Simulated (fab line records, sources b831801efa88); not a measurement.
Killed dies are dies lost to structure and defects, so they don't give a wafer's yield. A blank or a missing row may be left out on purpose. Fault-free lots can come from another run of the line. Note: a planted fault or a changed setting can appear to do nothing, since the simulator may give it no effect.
Commonality check across tools || flow sky130 || 12 lots, 36 wafers sampled

== REASON FOR OPENING ==
2 of 12 lots carry a flag on the reading LDD_HVN_TW at SKY_LDD_HVN_TW_MEAS_10. Wafers without a fault read 1452, standard deviation 14.
Rule: a lot is flagged when every wafer of it that has a number lies more than 4 standard deviations from that mean, or none has a number. All remaining lots are regarded as sound.

{"lot": "L335", "measured": "day 20 11:14", "on": "film-metro-03", "LDD_HVN_TW, wafer by wafer": "1437 1425 1428", "flag": ""}
{"lot": "L337", "measured": "day 21 09:14", "on": "film-metro-03", "LDD_HVN_TW, wafer by wafer": "1448 1445 1443", "flag": ""}
{"lot": "L338", "measured": "day 21 09:17", "on": "film-metro-02", "LDD_HVN_TW, wafer by wafer": "1452 1450 1455", "flag": ""}
{"lot": "L339", "measured": "day 22 05:13", "on": "film-metro-03", "LDD_HVN_TW, wafer by wafer": "1441 1437 1439", "flag": ""}
{"lot": "L341", "measured": "day 23 08:55", "on": "film-metro-03", "LDD_HVN_TW, wafer by wafer": "1437 1443 1437", "flag": ""}
{"lot": "L343", "measured": "day 23 17:19", "on": "film-metro-02", "LDD_HVN_TW, wafer by wafer": "1450 1457 1446", "flag": ""}
{"lot": "L344", "measured": "day 24 00:23", "on": "film-metro-01", "LDD_HVN_TW, wafer by wafer": "1471 1478 1480", "flag": ""}
{"lot": "L346", "measured": "day 24 22:58", "on": "film-metro-01", "LDD_HVN_TW, wafer by wafer": "1475 1475 1473", "flag": ""}
{"lot": "L347", "measured": "day 25 18:09", "on": "film-metro-02", "LDD_HVN_TW, wafer by wafer": "1449 1451 1449", "flag": ""}
{"lot": "L351", "measured": "day 26 13:09", "on": "film-metro-01", "LDD_HVN_TW, wafer by wafer": "3163 3157 3178", "flag": "FLAGGED"}
{"lot": "L350", "measured": "day 26 13:50", "on": "film-metro-02", "LDD_HVN_TW, wafer by wafer": "3147 3140 3132", "flag": "FLAGGED"}
{"lot": "L357", "measured": "day 28 00:32", "on": "film-metro-03", "LDD_HVN_TW, wafer by wafer": "1435 1441 1435", "flag": ""}
The numbers of the flagged lots are 3153 on average: +1701 against the usual, or +99 or more standard deviations.

== EACH LOT AND THE TOOL IT RAN ON ==
Before the reading, the record contains 2 process steps out of a 708-step route. Read each cell as the tool, then ch plus the chambers that the sampled wafers visited, then the start.
{"lot": "L335", "flag": "", "SKY_POLY_GATE_ETCH_15": "rie-diel-04 ch 2,3, day 16 13:52", "SKY_LDD_HVN_IMPLANT_08": "implanter-04 ch 0, day 20 10:59"}
{"lot": "L337", "flag": "", "SKY_POLY_GATE_ETCH_15": "rie-diel-02 ch 0,2,3, day 17 09:43", "SKY_LDD_HVN_IMPLANT_08": "implanter-01 ch 0, day 21 08:59"}
{"lot": "L338", "flag": "", "SKY_POLY_GATE_ETCH_15": "rie-diel-01 ch 0,1,3, day 17 10:04", "SKY_LDD_HVN_IMPLANT_08": "implanter-02 ch 0, day 21 09:02"}
{"lot": "L339", "flag": "", "SKY_POLY_GATE_ETCH_15": "rie-diel-01 ch 0,1,3, day 18 05:46", "SKY_LDD_HVN_IMPLANT_08": "implanter-04 ch 0, day 22 04:58"}
{"lot": "L341", "flag": "", "SKY_POLY_GATE_ETCH_15": "rie-diel-01 ch 1,3, day 19 06:10", "SKY_LDD_HVN_IMPLANT_08": "implanter-02 ch 0, day 23 08:41"}
{"lot": "L343", "flag": "", "SKY_POLY_GATE_ETCH_15": "rie-diel-04 ch 0,1,2, day 19 12:10", "SKY_LDD_HVN_IMPLANT_08": "implanter-04 ch 0, day 23 17:04"}
{"lot": "L344", "flag": "", "SKY_POLY_GATE_ETCH_15": "rie-diel-01 ch 1,3, day 19 20:37", "SKY_LDD_HVN_IMPLANT_08": "implanter-01 ch 0, day 24 00:08"}
{"lot": "L346", "flag": "", "SKY_POLY_GATE_ETCH_15": "rie-diel-04 ch 0,3, day 21 00:31", "SKY_LDD_HVN_IMPLANT_08": "implanter-04 ch 0, day 24 22:43"}
{"lot": "L347", "flag": "", "SKY_POLY_GATE_ETCH_15": "rie-diel-02 ch 0,3, day 21 21:22", "SKY_LDD_HVN_IMPLANT_08": "implanter-01 ch 0, day 25 17:55"}
{"lot": "L351", "flag": "FLAGGED", "SKY_POLY_GATE_ETCH_15": "rie-diel-04 ch 1,2,3, day 22 16:31", "SKY_LDD_HVN_IMPLANT_08": "implanter-04 ch 0, day 26 12:55"}
{"lot": "L350", "flag": "FLAGGED", "SKY_POLY_GATE_ETCH_15": "rie-diel-02 ch 1,2, day 22 17:40", "SKY_LDD_HVN_IMPLANT_08": "implanter-04 ch 0, day 26 13:35"}
{"lot": "L357", "flag": "", "SKY_POLY_GATE_ETCH_15": "rie-diel-04 ch 1,2, day 24 06:19", "SKY_LDD_HVN_IMPLANT_08": "implanter-02 ch 0, day 28 00:19"}
What is done by these steps:
- SKY_POLY_GATE_ETCH_15: etches BARC in N2/H2, stops on SiO2, time 118.5 s, target depth 110 nm.
- SKY_LDD_HVN_IMPLANT_08
- SKY_LDD_HVN_TW_MEAS_10

== FLAGGED AGAINST TOTAL, ONE TOOL AT A TIME (gauges that did the reading follow at the end) ==
{"step": "SKY_POLY_GATE_ETCH_15", "tool": "rie-diel-01", "lots run": 4, "flagged": 0, "share of the flagged lots": "none", "sound lots run after its first flagged lot": "-"}
{"step": "SKY_POLY_GATE_ETCH_15", "tool": "rie-diel-02", "lots run": 3, "flagged": 1, "share of the flagged lots": "some", "sound lots run after its first flagged lot": 0}
{"step": "SKY_POLY_GATE_ETCH_15", "tool": "rie-diel-04", "lots run": 5, "flagged": 1, "share of the flagged lots": "some", "sound lots run after its first flagged lot": "1 (L357)"}
{"step": "SKY_LDD_HVN_IMPLANT_08", "tool": "implanter-01", "lots run": 3, "flagged": 0, "share of the flagged lots": "none", "sound lots run after its first flagged lot": "-"}
{"step": "SKY_LDD_HVN_IMPLANT_08", "tool": "implanter-02", "lots run": 3, "flagged": 0, "share of the flagged lots": "none", "sound lots run after its first flagged lot": "-"}
{"step": "SKY_LDD_HVN_IMPLANT_08", "tool": "implanter-04", "lots run": 6, "flagged": 2, "share of the flagged lots": "all", "sound lots run after its first flagged lot": 0}
{"step": "SKY_LDD_HVN_TW_MEAS_10", "tool": "film-metro-01", "lots run": 3, "flagged": 1, "share of the flagged lots": "some", "sound lots run after its first flagged lot": 0}
{"step": "SKY_LDD_HVN_TW_MEAS_10", "tool": "film-metro-02", "lots run": 4, "flagged": 1, "share of the flagged lots": "some", "sound lots run after its first flagged lot": 0}
{"step": "SKY_LDD_HVN_TW_MEAS_10", "tool": "film-metro-03", "lots run": 5, "flagged": 0, "share of the flagged lots": "none", "sound lots run after its first flagged lot": "-"}

== WHAT THE TABLE ALLOWS ==
Rows of the table that ran each flagged lot: 1, that is implanter-04 at SKY_LDD_HVN_IMPLANT_08.
- implanter-04 at SKY_LDD_HVN_IMPLANT_08: 2 of its 6 lots flagged. Last sound lot L346 at day 24 22:43, first flagged lot L351 at day 26 12:55; a fault beginning in between fits. Its own readings (beam-on-s, dose-ions-cm2, faraday-current-uA) fall more than 4 standard deviations out on all wafers of the flagged lots.
Just one tool remains: implanter-04 at SKY_LDD_HVN_IMPLANT_08.

== WHAT THE SIMULATOR HAD INSERTED ==
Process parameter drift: implanter-04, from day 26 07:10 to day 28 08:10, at SKY_LDD_HVN_IMPLANT_08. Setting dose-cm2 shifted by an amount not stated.
Shown lots that were struck: L351, L350. The rule given above showed the same thing.
